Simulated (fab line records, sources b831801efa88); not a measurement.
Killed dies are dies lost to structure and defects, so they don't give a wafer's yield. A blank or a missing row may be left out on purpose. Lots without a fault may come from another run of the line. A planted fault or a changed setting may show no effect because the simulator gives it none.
fab line records | flow sky130
record lots=6 wafers=18 last_day=50
route steps=708 shown POLY_GATE@234 LDD_N@237 LDD_P@255 PAD_OPEN@708
lots that met no fault: from a run of the same line without faults
start_h: hours from the record's first day to the start of the lot's first wafer shown | wait_h: hours since the lot's step before | " the same as in the row above | L1.1+2: a row that stands for several wafers | - no value, or no start given | * or withheld: withheld | < > ~ a bound
route shown NAME@n: a module of which the file shows steps, and the number in the route of the first | usual: mean/standard deviation of fault-free wafers | same: alike in all rows | chamber/n: place in a boat | sites: the reading at each site | _std_site: their standard deviation | _edge_site: outer sites' mean less inner sites' | radius_mm: how far each site lies from the wafer's centre | mask NAME#n: copy n | behind: the tool/chamber that last shaped the wafer | hold: why the lot was held/for how many hours/how that ended | device: the transistor (n, p or np) that didn't switch | end of line: the same wafers' tests at the end of the route | a step without rows: its recipe alone | killed: dies lost to structure and defects at the first sort, not the wafer's yield | map: a wafer's dies, x killed, . not, _ none there
set.NAME: the setting as run; set.NAME@STEP: as run at that earlier step | model.NAME: the simulator's own value behind a step, which no gauge read
lots at some steps of the route; a table a step, a row a wafer
services: from which hour (start_h, from the record's first day; less than 0 if before it) a tool's chamber was out of use, for how many hours, and why
## steps
# step SKY_POLY_GATE_OXIDATION_20
# recipe temp_c=850 ambient=O2 stabilise_s=600 purge_s=300 target_thk_a=40 ox_time_s=899
# step SKY_POLY_GATE_THK_MEAS_21
# recipe reads=SiO2_of_POLY_GATE_OXIDATION_20
# usual POLY_GATE_OXIDATION_THK=3.98/0.088
# columns lot.wafer tool chamber start_h wait_h POLY_GATE_OXIDATION_THK[nm]
L274.3 film_metro-03 - 466.02 0.0 4.09
L274.4 " - " " 4.05
L274.6 " - " " 4.21
L276.1 film_metro-02 - 468.65 0.0 4.03
L276.2 " - " " 4.04
L276.3 " - " " 3.97
L281.4 film_metro-02 - 525.81 0.0 3.88
L281.5 " - " " 3.90
L281.6 " - " " 3.82
L282.2 film_metro-02 - 543.44 0.0 3.94
L282.4 " - " " 3.96
L282.5 " - " " 3.90
L285.2 film_metro-01 - 552.89 0.0 3.79
L285.4 " - " " 3.74
L285.6 " - " " 3.87
L286.1 film_metro-02 - 568.61 0.0 4.00
L286.2 " - " " 3.97
L286.6 " - " " 4.04
# step SKY_POLY_GATE_CD_MEAS_22
# usual cd_nm=150.2/2
# columns lot.wafer tool chamber start_h wait_h cd_nm
L274.3 cd_sem-01 - 466.12 0.1 151.1
L274.4 " - " " 150.1
L274.6 " - " " 152.9
L276.1 cd_sem-01 - 468.71 0.1 149.3
L276.2 " - " " 146.8
L276.3 " - " " 148.6
L281.4 cd_sem-01 - 525.92 0.1 149.1
L281.5 " - " " 151.4
L281.6 " - " " 150.2
L282.2 cd_sem-01 - 543.52 0.1 150.2
L282.4 " - " " 151.5
L282.5 " - " " 150.8
L285.2 cd_sem-01 - 552.97 0.1 149.1
L285.4 " - " " 147.0
L285.6 " - " " 147.0
L286.1 cd_sem-02 - 568.67 0.1 149.9
L286.2 " - " " 147.4
L286.6 " - " " 151.5
# step SKY_LDD_N_DEHYDRATE_00
# recipe temp_c=200 time_s=60
# step SKY_LDD_N_HMDS_01
# recipe prime_time_s=60 prime_temp_c=120
# step SKY_LDD_N_COAT_02
# recipe resist=NOVOLAK spin_rpm=3000 resist_thk_nm=300
# step SKY_LDD_N_SOFTBAKE_03
# recipe temp_c=90 time_s=60 resist=NOVOLAK
# step SKY_LDD_N_EXPOSE_04
# recipe mask_id=NTM target_cd_nm=840 na=0.6 source_shape=conventional sigma_outer=0.6 dose_mj=110
# step SKY_LDD_N_PEB_05
# recipe temp_c=withheld time_s=* resist=NOVOLAK
# step SKY_LDD_N_DEVELOP_06
# recipe develop_time_s=60 dev_temp_c=23
# step SKY_LDD_N_OVL_MEAS_07
# usual LDD_N_OVL=-0.2/1.2
# columns lot.wafer tool chamber start_h wait_h LDD_N_OVL[nm]
L274.3 overlay-01 - 496.12 0.1 0.9
L274.4 " - " " -0.8
L274.6 " - " " -0.1
L276.1 overlay-01 - 499.34 0.1 0.5
L276.2 " - " " 1.0
L276.3 " - " " 1.1
L281.4 overlay-02 - 555.85 0.1 0.4
L281.5 " - " " 0.8
L281.6 " - " " -0.7
L282.2 overlay-01 - 573.70 0.1 -2.2
L282.4 " - " " 0.1
L282.5 " - " " -0.7
L285.2 overlay-02 - 582.26 0.1 0.6
L285.4 " - " " -0.5
L285.6 " - " " -0.8
L286.1 overlay-01 - 597.74 0.1 0.7
L286.2 " - " " -1.0
L286.6 " - " " -1.4
# step SKY_LDD_N_IMPLANT_08
# recipe species=As energy_kev=20 dose_cm2=7.5e+13 tilt_deg=withheld rotation_deg=23
# step SKY_LDD_N_IMPLANT_09
# recipe species=As energy_kev=20 dose_cm2=7.5e+13 tilt_deg=withheld rotation_deg=113
# usual beam_on_s=10.02/0.2 dose_ions_cm2=7.501e+13/7.2e+10 end_station_pressure_torr=5.39e-06/2.9e-07 faraday_current_uA=422/8.4
# columns lot.wafer tool chamber start_h wait_h beam_on_s dose_ions_cm2 end_station_pressure_torr faraday_current_uA
L274.3 implanter-02 0 496.39 0.1 13.32 1.2087e+14 5.06e-06 510
L274.4 " 0 " " 13.48 1.208e+14 5.06e-06 507
L274.6 " 0 " " 13.55 1.2076e+14 5.11e-06 500
L276.1 implanter-02 0 499.53 0.1 13.91 1.2084e+14 5.78e-06 487
L276.2 " 0 " " 13.41 1.2071e+14 5.55e-06 509
L276.3 " 0 " " 13.43 1.2072e+14 5.18e-06 506
L281.4 implanter-01 0 556.09 0.1 10.27 7.496e+13 4.94e-06 412
L281.5 " 0 " " 10.43 7.487e+13 5.38e-06 407
L281.6 " 0 " " 9.97 7.5e+13 5.31e-06 424
L282.2 implanter-01 0 573.90 0.1 10.03 7.492e+13 5.07e-06 420
L282.4 " 0 " " 10.10 7.505e+13 5.23e-06 417
L282.5 " 0 " " 9.68 7.509e+13 4.88e-06 435
L285.2 implanter-02 0 582.47 0.1 9.77 7.502e+13 5.38e-06 433
L285.4 " 0 " " 9.69 7.513e+13 5.16e-06 435
L285.6 " 0 " " 10.15 7.512e+13 5.42e-06 418
L286.1 implanter-01 0 597.93 0.1 10.02 7.49e+13 5.32e-06 423
L286.2 " 0 " " 9.87 7.509e+13 5.11e-06 428
L286.6 " 0 " " 10.07 7.485e+13 5e-06 422
# step SKY_LDD_N_IMPLANT_10
# recipe species=As energy_kev=20 dose_cm2=7.5e+13 tilt_deg=withheld rotation_deg=203
# step SKY_LDD_N_IMPLANT_11
# recipe species=As energy_kev=20 dose_cm2=7.5e+13 tilt_deg=withheld rotation_deg=293
# step SKY_LDD_N_IMPLANT_12
# recipe species=BF2 energy_kev=50 dose_cm2=5e+12 tilt_deg=30 rotation_deg=0
# step SKY_LDD_N_IMPLANT_13
# recipe species=BF2 energy_kev=50 dose_cm2=5e+12 tilt_deg=30 rotation_deg=90
# step SKY_LDD_N_IMPLANT_14
# recipe species=BF2 energy_kev=50 dose_cm2=5e+12 tilt_deg=30 rotation_deg=180
# step SKY_LDD_N_IMPLANT_15
# recipe species=BF2 energy_kev=50 dose_cm2=5e+12 tilt_deg=30 rotation_deg=270
# step SKY_LDD_N_STRIP_16
# recipe chemistry=O2/N2 power_w=1400 pressure_mtorr=1500 platen_temp_c=withheld o2_flow_sccm=3000 n2_flow_sccm=300 overash_fraction=0.5
# usual chamber_pressure_mTorr=1500.0/1.3 drypump_motor_current_A=5.7/0.54 oes_product_au=0.407/0.0048 strip_time_to_endpoint_s=4.312/0.012
# columns lot.wafer tool chamber start_h wait_h chamber_pressure_mTorr drypump_motor_current_A oes_product_au rf_hours_counter_h strip_time_to_endpoint_s
L274.3 plasma_asher-02 1 497.42 0.1 1498.2 4.8 0.416 - 4.446
L274.4 " 0 " " 1498.9 6.1 0.404 - 4.415
L274.6 " 1 " " 1502.4 4.8 0.401 - 4.435
L276.1 plasma_asher-02 0 500.58 0.1 1499.1 6.1 0.404 68 4.433
L276.2 " 1 " " 1501.0 4.8 0.409 68 4.414
L276.3 " 1 " " 1499.5 4.8 0.406 - 4.423
L281.4 plasma_asher-02 0 557.10 0.1 1501.2 6.1 0.404 - 4.303
L281.5 " 0 " " 1499.2 6.1 0.406 - 4.319
L281.6 " 1 " " 1500.2 4.8 0.416 - 4.313
L282.2 plasma_asher-01 0 574.93 0.1 1500.1 5.3 0.406 88 4.294
L282.4 " 0 " " 1501.4 5.3 0.410 - 4.324
L282.5 " 1 " " 1499.2 5.4 0.410 - 4.304
L285.2 plasma_asher-03 1 583.49 0.1 1499.5 6.2 0.408 14 4.321
L285.4 " 0 " " 1499.5 5.8 0.407 - 4.304
L285.6 " 1 " " 1499.7 6.2 0.405 - 4.309
L286.1 plasma_asher-02 0 598.98 0.1 1500.1 6.1 0.410 79 4.280
L286.2 " 1 " " 1499.4 4.8 0.399 79 4.318
L286.6 " 0 " " 1499.2 6.1 0.405 - 4.305
# step SKY_LDD_N_TW_MEAS_17
# usual LDD_N_TW=2592/11
# columns lot.wafer tool chamber start_h wait_h LDD_N_TW
L274.3 film_metro-02 - 497.51 0.1 2658
L274.4 " - " " 2659
L274.6 " - " " 2652
L276.1 film_metro-02 - 500.68 0.1 2657
L276.2 " - " " 2654
L276.3 " - " " 2642
L281.4 film_metro-04 - 557.20 0.1 2585
L281.5 " - " " 2586
L281.6 " - " " 2598
L282.2 film_metro-02 - 575.04 0.1 2589
L282.4 " - " " 2589
L282.5 " - " " 2585
L285.2 film_metro-04 - 583.60 0.1 2597
L285.4 " - " " 2582
L285.6 " - " " 2588
L286.1 film_metro-02 - 599.08 0.1 2569
L286.2 " - " " 2566
L286.6 " - " " 2579
# step SKY_LDD_P_DEHYDRATE_00
# recipe temp_c=200 time_s=60
# step SKY_PAD_OPEN_PROBE_99
# usual killed_at_M0_to_M3=42/6.4 killed_at_M4_up=2.9/1.7 killed_at_contacts=25/5.2 killed_at_front_end=16/4.4 killed_at_other=0.4/0.65 killed_dies=86/9.2 killed_open=47/6.6 killed_short=39/5.8
# same gross_dies=492 killed_at_back_side=0
# columns lot.wafer tool chamber start_h wait_h killed_at_M0_to_M3 killed_at_M4_up killed_at_contacts killed_at_front_end killed_at_other killed_dies killed_open killed_short model.etest.tip_n.rs_ohm_sq
L274.3 prober-02 - 1141.14 0.2 43 1 22 14 0 80 43 37 404.2
L274.4 prober-02 - 1141.19 0.2 34 6 19 8 0 67 33 34 403.4
L274.6 prober-02 - 1141.29 0.2 38 3 20 17 1 79 40 38 407.7
L276.1 prober-02 - 1142.44 0.1 33 5 22 14 0 74 44 30 410.7
L276.2 prober-02 - 1142.49 0.1 52 4 26 17 0 99 58 41 412.1
L276.3 prober-02 - 1142.54 0.2 36 1 20 16 1 74 35 39 408.3
L281.4 prober-02 - 1173.81 0.2 43 2 25 10 0 80 46 34 443.2
L281.5 prober-02 - 1173.86 0.2 43 2 28 18 3 94 56 37 443.8
L281.6 prober-02 - 1173.91 0.2 41 2 41 9 0 93 62 31 444.3
L282.2 prober-02 - 1185.52 0.1 49 1 24 17 0 91 43 47 443.8
L282.4 prober-02 - 1185.62 0.2 44 3 24 13 0 84 43 41 439.3
L282.5 prober-02 - 1185.67 0.2 41 8 22 21 1 93 51 41 440.6
L285.2 prober-02 - 1188.32 0.1 45 1 28 14 0 88 45 43 447.3
L285.4 prober-02 - 1188.42 0.2 48 1 30 15 0 94 51 43 442.2
L285.6 prober-02 - 1188.52 0.2 43 3 25 20 0 91 51 40 443.3
L286.1 prober-02 - 1198.12 0.1 46 4 24 19 0 93 50 42 440.9
L286.2 prober-02 - 1198.17 0.1 46 2 27 27 1 103 48 51 442.9
L286.6 prober-02 - 1198.37 0.2 39 6 18 25 0 88 55 33 441.1
# killed by level:class
L274.3 VIA2:geometric_particle:open=8 VIA3:geometric_particle:open=7 VIA1:geometric_particle:open=7 CONTACT:geometric_particle:open=6 FIELD_ISO:geometric_particle:open=5 LI_CONTACT:geometric_particle:open=5 CONTACT:geometric_particle:short=5 METAL1:geometric_particle:short=5
L274.4 CONTACT:geometric_particle:open=6 METAL3:geometric_particle:short=6 VIA1:geometric_particle:open=5 LI_CONTACT:geometric_particle:open=4 VIA3:geometric_particle:open=4 POLY_GATE:geometric_particle:short=3 LI_CONTACT:geometric_particle:short=3 CONTACT:geometric_particle:short=3
L274.6 VIA3:geometric_particle:open=9 CONTACT:geometric_particle:open=8 METAL1:geometric_particle:short=6 POLY_GATE:geometric_particle:open=5 FIELD_ISO:geometric_particle:short=4 VIA1:geometric_particle:open=4 CONTACT:geometric_particle:short=4 METAL2:geometric_particle:short=4
L276.1 CONTACT:geometric_particle:open=10 FIELD_ISO:geometric_particle:open=5 LI_CONTACT:geometric_particle:open=5 VIA1:geometric_particle:open=5 VIA2:geometric_particle:open=5 VIA3:geometric_particle:open=5 FIELD_ISO:geometric_particle:short=4 METAL1:geometric_particle:short=4
L276.2 VIA1:geometric_particle:open=14 LI_CONTACT:geometric_particle:open=11 CONTACT:geometric_particle:open=8 VIA1:geometric_particle:short=8 VIA2:geometric_particle:open=6 FIELD_ISO:geometric_particle:open=5 METAL1:geometric_particle:short=5 METAL2:geometric_particle:short=5
L276.3 CONTACT:geometric_particle:open=8 VIA3:geometric_particle:open=6 VIA1:geometric_particle:open=6 POLY_GATE:geometric_particle:short=5 LI_CONTACT:geometric_particle:open=5 VIA1:geometric_particle:short=5 VIA2:geometric_particle:open=5 CONTACT:geometric_particle:short=4
L281.4 CONTACT:geometric_particle:open=10 VIA1:geometric_particle:short=7 VIA3:geometric_particle:open=7 LI_CONTACT:geometric_particle:short=6 FIELD_ISO:geometric_particle:open=5 VIA1:geometric_particle:open=5 VIA2:geometric_particle:open=5 METAL3:geometric_particle:short=4
L281.5 CONTACT:geometric_particle:open=10 VIA1:geometric_particle:open=10 VIA3:geometric_particle:open=8 LI_CONTACT:geometric_particle:open=7 VIA2:geometric_particle:open=7 FIELD_ISO:geometric_particle:open=5 VIA1:geometric_particle:short=5 FIELD_ISO:geometric_particle:short=4
L281.6 LI_CONTACT:geometric_particle:open=16 CONTACT:geometric_particle:open=14 VIA2:geometric_particle:open=6 VIA1:geometric_particle:open=6 VIA3:geometric_particle:open=6 LOCAL_INTERCONNECT:geometric_particle:short=5 METAL2:geometric_particle:short=5 POLY_GATE:geometric_particle:open=4
L282.2 VIA1:geometric_particle:open=13 CONTACT:geometric_particle:open=7 POLY_GATE:geometric_particle:short=5 LI_CONTACT:geometric_particle:open=5 CONTACT:geometric_particle:short=5 METAL1:geometric_particle:short=5 VIA1:geometric_particle:short=5 LOCAL_INTERCONNECT:geometric_particle:short=4
L282.4 LI_CONTACT:geometric_particle:open=8 VIA1:geometric_particle:open=7 CONTACT:geometric_particle:open=7 METAL2:geometric_particle:short=6 METAL3:geometric_particle:short=6 VIA1:geometric_particle:short=5 VIA3:geometric_particle:open=5 FIELD_ISO:geometric_particle:open=4
L282.5 VIA1:geometric_particle:open=10 FIELD_ISO:geometric_particle:open=9 CONTACT:geometric_particle:open=8 METAL1:geometric_particle:short=8 VIA2:geometric_particle:open=7 CONTACT:geometric_particle:short=6 LI_CONTACT:geometric_particle:open=5 METAL4:geometric_particle:short=5
L285.2 VIA1:geometric_particle:open=13 LI_CONTACT:geometric_particle:open=10 METAL2:geometric_particle:short=9 CONTACT:geometric_particle:open=6 CONTACT:geometric_particle:short=6 VIA1:geometric_particle:short=6 VIA3:geometric_particle:open=6 FIELD_ISO:geometric_particle:short=5
L285.4 VIA2:geometric_particle:open=10 CONTACT:geometric_particle:open=9 VIA1:geometric_particle:open=9 FIELD_ISO:geometric_particle:open=7 CONTACT:geometric_particle:short=7 VIA1:geometric_particle:short=7 LI_CONTACT:geometric_particle:open=6 METAL2:geometric_particle:short=6
L285.6 CONTACT:geometric_particle:open=11 METAL2:geometric_particle:short=9 VIA1:geometric_particle:open=8 LI_CONTACT:geometric_particle:open=7 FIELD_ISO:geometric_particle:short=6 METAL1:geometric_particle:short=6 VIA1:geometric_particle:short=6 POLY_GATE:geometric_particle:open=5
L286.1 VIA1:geometric_particle:open=15 FIELD_ISO:geometric_particle:short=8 LI_CONTACT:geometric_particle:open=8 CONTACT:geometric_particle:open=7 CONTACT:geometric_particle:short=6 VIA3:geometric_particle:open=6 FIELD_ISO:geometric_particle:open=4 METAL1:geometric_particle:short=4
L286.2 VIA1:geometric_particle:open=11 METAL1:geometric_particle:short=9 CONTACT:geometric_particle:open=8 LI_CONTACT:geometric_particle:open=6 CONTACT:geometric_particle:short=6 VIA3:geometric_particle:open=6 FIELD_ISO:geometric_particle:short=5 POLY_GATE:geometric_particle:short=5
L286.6 CONTACT:geometric_particle:open=9 VIA1:geometric_particle:open=9 FIELD_ISO:geometric_particle:open=7 POLY_GATE:geometric_particle:open=7 VIA3:geometric_particle:open=6 FIELD_ISO:geometric_particle:short=5 LI_CONTACT:geometric_particle:open=4 METAL1:geometric_particle:short=4
## services
# columns tool chamber start_h hours kind
plasma_asher-02 - 487.95 0.7 repair
implanter-02 - 555.79 2.4 repair
## key
first_sign step=SKY_LDD_N_IMPLANT_09 reading=dose_ions_cm2 direction=up sigmas=99+ usual=* struck=*
effect step=SKY_LDD_N_IMPLANT_09 reading=beam_on_s direction=up sigmas=17 usual=10.02 struck=13.52
effect step=SKY_LDD_N_STRIP_16 reading=strip_time_to_endpoint_s direction=up sigmas=9.7 usual=* struck=*
effect step=SKY_LDD_N_TW_MEAS_17 reading=LDD_N_TW direction=up sigmas=5.5 usual=2592 struck=2654
model_effect step=SKY_PAD_OPEN_PROBE_99 value=etest.tip_n.rs_ohm_sq without=443.9 struck=407.7
met_at SKY_LDD_N_IMPLANT_09
struck_wafers L274.3,L274.4,L274.6,L276.1,L276.2,L276.3
tester_left_out L274,L276
fault kind=process_parameter_drift tool=implanter-02 chamber=- onset_h=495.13 steps=SKY_LDD_N_IMPLANT_09 channel=dose_cm2 offset=* shape=step end_h=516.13 acts_in=* stated=*
# tester_left_out: of these lots the tester's yield and bins aren't shown, on N5 and GAA mostly nor the transistor test; their killed dies are dies lost to structure and defects alone, not to doping, threshold or leakage, so they don't give the yield
